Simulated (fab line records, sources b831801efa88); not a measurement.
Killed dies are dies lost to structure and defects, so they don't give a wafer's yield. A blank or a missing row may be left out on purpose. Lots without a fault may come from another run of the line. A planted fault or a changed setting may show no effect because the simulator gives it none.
Chamber matching | flow gf180mcu | GF_V1_CMP_04 on cmp-02: 4 sister chambers
The step polishes SiO2. 4 wafers are shown with their chamber, then 12 later ones without.

WAFERS WITH THEIR CHAMBER
wafer  | chamber | motor_current_A (A)
L089.1 | 0       | 13.6
L089.6 | 3       | 12.3
L090.3 | 2       | 11.8
L090.6 | 1       | 13.5

WAFERS WITHOUT THEIR CHAMBER
wafer  | motor_current_A (A)
L094.4 | 11.0
L094.5 | 13.5
L094.6 | 13.0
L095.3 | 12.5
L095.5 | 11.5
L095.6 | 13.9
L096.1 | 13.7
L096.3 | 13.4
L096.6 | 12.7
L097.1 | 13.3
L097.2 | 12.1
L097.4 | 12.3

WHICH CHAMBER EACH WENT THROUGH
wafer  | from the rows above               | in truth
L094.4 | can't be placed: 2 or 3           | 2
L094.5 | can't be placed: 1 or 0           | 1
L094.6 | can't be placed: 1 or 0 or 3      | 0
L095.3 | can't be placed: 3 or 2           | 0
L095.5 | can't be placed: 2 or 3           | 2
L095.6 | can't be placed: 0 or 1           | 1
L096.1 | can't be placed: 0 or 1           | 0
L096.3 | can't be placed: 1 or 0           | 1
L096.6 | can't be placed: 3 or 1 or 2 or 0 | 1
L097.1 | can't be placed: 1 or 0           | 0
L097.2 | can't be placed: 3 or 2           | 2
L097.4 | can't be placed: 3 or 2           | 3
Placed correctly: 0 of 12. Can't be placed from these rows: 12 (the true chamber is among the candidates in 11). Placed wrongly: 0.
How it was worked out, from the rows above alone: a wafer's distance from a chamber is the root of the sum, over the readings, of the square of ((its reading less the chamber's mean) divided by the reading's scatter). The wafer belongs to the nearest chamber; if the next one is less than 2 further off, it can't be placed. A chamber's mean is the mean of its shown wafers. The scatter: with one shown wafer a chamber, the root of the mean of the squares of how far each hidden wafer lies from its nearest shown one.
